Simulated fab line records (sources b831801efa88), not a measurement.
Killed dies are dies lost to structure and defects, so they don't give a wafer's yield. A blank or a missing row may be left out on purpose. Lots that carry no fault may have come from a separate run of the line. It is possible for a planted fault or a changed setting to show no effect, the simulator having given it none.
Chamber matching + flow sky130 + SKY_LOCAL_INTERCONNECT_STRIP_16 on wet-bench-04: 3 sister chambers
The step strips in post etch residue remover, time 1200 s. 3 wafers are shown with their chamber, then 8 later ones without.

== WAFERS WITH THEIR CHAMBER ==
| wafer  | chamber | bath-guard-temp-C (C) |
|--------|---------|-----------------------|
| L380.4 | 2       | 71.7                  |
| L393.3 | 3       | 72.1                  |
| L395.1 | 0       | 71.5                  |

== WAFERS MISSING THEIR CHAMBER ==
| wafer  | bath-guard-temp-C (C) |
|--------|-----------------------|
| L395.2 | 71.5                  |
| L395.6 | 71.5                  |
| L400.2 | 72.1                  |
| L400.5 | 72.0                  |
| L400.6 | 71.7                  |
| L401.2 | 72.0                  |
| L401.3 | 72.2                  |
| L401.4 | 72.4                  |

== THE CHAMBER EACH PASSED THROUGH ==
| wafer  | from the rows above     | in truth |
|--------|-------------------------|----------|
| L395.2 | can't be placed: 0 or 2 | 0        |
| L395.6 | can't be placed: 0 or 2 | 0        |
| L400.2 | 3                       | 3        |
| L400.5 | can't be placed: 3 or 2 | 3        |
| L400.6 | can't be placed: 2 or 0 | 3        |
| L401.2 | can't be placed: 3 or 2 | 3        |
| L401.3 | 3                       | 3        |
| L401.4 | 3                       | 3        |
Placed correctly: 3 of 8. Cannot be placed on the basis of these rows: 5; the candidates contain the true chamber in 4. Placed wrongly: 0.
How it was worked out, from the rows above alone: a wafer's distance from a chamber is the root of the sum, over the readings, of the square of ((its reading less the chamber's mean) divided by the reading's scatter). The wafer belongs to the nearest chamber; if the next one is less than 2 further off, it can't be placed. Each chamber's mean is taken over the wafers shown for it. The scatter: root of mean squared gap, hidden wafer to nearest shown wafer, with one shown wafer a chamber.
